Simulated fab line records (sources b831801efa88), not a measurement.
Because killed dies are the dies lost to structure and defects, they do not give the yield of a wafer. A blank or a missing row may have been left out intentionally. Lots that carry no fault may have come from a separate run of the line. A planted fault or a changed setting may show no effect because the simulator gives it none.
A lot that was struck, set against a sound lot :: flow gf180mcu :: 30 steps out of a route of 602
Sound: wafers L156.1, L156.5, L156.6. Struck: wafer L164.4. (L164.5, L164.6 of the same lot were not struck and are left out.) The cause comes at the end.
Per side, at each step with rows, come the tool, then ch with its chambers, and then its first start. Under that, the readings that differ: sound wafers :: struck wafers :: difference of the means :: sigmas: that difference in standard deviations of wafers without a fault.
alike: words and numbers the same on both sides, and readings whose means are apart by under 2 such deviations; not compared: readings that were withheld, readings missing a value for some wafer, numbers with overlapping values and no deviation given by the record, and bounds like >300 which may hide the same value.
A row with sigmas, a row that says differs or no value, or rows on one side alone: a step with any of these is where the two part. Non-overlapping numbers with no deviation appear without sigmas and do not part them. A reading that every wafer of one side lacks parts them only if that side has two wafers or more.

first, 3 steps without rows for these wafers: GF_PSD_EXPOSE_04 (exposes mask Pplus, target cd 400 nm); GF_PSD_PEB_05; GF_PSD_DEVELOP_06 (develop time 60 s).
GF_PSD_CD_MEAS_07 targets a cd of 400 nm.
  sound on cdSem-02 at day 13 21:41; struck on cdSem-02 at day 17 02:16
  alike: cdNm
GF_PSD_OVL_MEAS_08:
  sound on overlay-02 at day 13 21:48; struck on overlay-02 at day 17 02:21
  alike: PSD_OVL
next, for these wafers, 1 step has no rows: GF_PSD_IMPLANT_09.
GF_PSD_STRIP_10: strips in O2/N2.
  sound on plasmaAsher-01 ch 0,1, day 13 21:59; struck on plasmaAsher-03 ch 0, day 17 02:33
  alike: drypumpMotorCurrentA, heaterPowerW, n2FlowSccm, oesProductAu, stripTimeToEndpointS
  not compared: rfHoursCounterH
GF_PSD_TW_MEAS_11:
  sound on filmMetro-04 at day 13 22:05; struck on filmMetro-03 at day 17 02:38
  alike: PSD_TW
then, 1 step without rows for these wafers: GF_PSD_CLEAN_12 (cleans in SC1/SC2, time 150 s).
GF_PSD_RTA_13: time 20 s.
  sound on rtpAnneal-01 ch 0, day 13 22:12; struck on rtpAnneal-02 ch 0, day 17 02:46
  alike: lampPowerPct, wafer_temp_C_max
GF_PSD_RS_MEAS_14: uses a four-point probe to measure.
  sound on filmMetro-02 at day 13 22:17; struck on filmMetro-02 at day 17 02:52
  alike: NSD_RS
GF_PSD_RS_MEAS_15: uses a four-point probe to measure.
  sound on filmMetro-02 at day 13 22:24; struck on filmMetro-02 at day 17 02:59
  alike: PSD_RS
GF_SAB_CVD_00: deposits SiO2 from TEOS, target thk 50 nm, time 4.9302 s.
  sound on pecvd-01 ch 1,2, day 13 22:31; struck on pecvd-01 ch 1, day 17 03:04
reading: model.SiO2_of_SAB_CVD_00.thkNm (nm)
sound: 49.95 50.3 50.27
struck: 42.08
difference: -8.09
sigmas: 
  alike: heaterPowerW
GF_SAB_THK_MEAS_01:
  sound on filmMetro-01 at day 13 22:32; struck on filmMetro-01 at day 17 03:06
reading: SAB_CVD_00_THK (nm)
sound: 49.9 50.3 50.3
struck: 42.1
difference: -8.1
sigmas: -11
then, 7 steps without rows for these wafers: GF_SAB_DEHYDRATE_02 (time 60 s); GF_SAB_HMDS_03 (prime time 60 s); GF_SAB_COAT_04 (resist thk 1000 nm); GF_SAB_SOFTBAKE_05 (time 60 s); GF_SAB_EXPOSE_06 (exposes mask SAB, target cd 420 nm); GF_SAB_PEB_07; GF_SAB_DEVELOP_08 (develop time 60 s).
GF_SAB_CD_MEAS_09 targets a cd of 420 nm.
  sound on cdSem-01 at day 14 19:35; struck on cdSem-01 at day 18 01:13
  alike: cdNm
GF_SAB_OVL_MEAS_10:
  sound on overlay-02 at day 14 19:42; struck on overlay-01 at day 18 01:18
  alike: SAB_OVL
GF_SAB_ETCH_11: etches SiO2 in C4F8/O2/Ar, target depth 55 nm, time 8.5 s.
  sound on rieDiel-02 ch 0,1, day 14 19:44; struck on rieDiel-04 ch 1, day 18 01:19
  alike: oesProductAu
  not compared: rfHoursCounterH
then, 1 step without rows for these wafers: GF_SAB_WET_ETCH_12 (etches SiO2 in dHF, target depth 22 nm, time 440 s).
GF_SAB_STRIP_13: strips in O2/N2.
  sound on plasmaAsher-01 ch 0,1, day 14 19:53; struck on plasmaAsher-04 ch 1, day 18 01:30
reading: stripTimeToEndpointS (s)
sound: 12.63 12.61 12.62
struck: 12.55
difference: -0.07
sigmas: -2
  alike: drypumpMotorCurrentA, heaterPowerW, n2FlowSccm, oesProductAu
  not compared: rfHoursCounterH
then, 1 step without rows for these wafers: GF_SALICIDE_CLEAN_00 (cleans in SC1/SC2, time 150 s).
GF_SALICIDE_WET_ETCH_01: etches SiO2 in dHF, target depth 5 nm, time 100 s.
  sound on wetBench-03 ch 2, day 14 20:06; struck on wetBench-03 ch 2, day 18 01:37
reading: model.SiO2_of_SAB_CVD_00.thkNm (nm)
sound: 39.22 39.55 39.57
struck: 31.31
difference: -8.14
sigmas: 
GF_SALICIDE_SPUTTER_02: material Co, target thk 10 nm, time 20 s.
  sound on pvdSputter-03 at day 14 20:08; struck on pvdSputter-02 at day 18 01:40
  alike: throttleValvePct
-- the record jumps here: 13 days lie between the struck wafers' starts before and after (it left off in module SALICIDE and takes up again in module PASSIVATION, whose first step shown is number 602 of the route) --
GF_PASSIVATION_PROBE_99:
  only the struck wafers here have rows in the record (prober-01, day 31 10:19); the sound ones have none

WHERE THEY PART
Earliest at GF_SAB_THK_MEAS_01; latest, in this record, at GF_PASSIVATION_PROBE_99.

WHY: what the simulator had put in
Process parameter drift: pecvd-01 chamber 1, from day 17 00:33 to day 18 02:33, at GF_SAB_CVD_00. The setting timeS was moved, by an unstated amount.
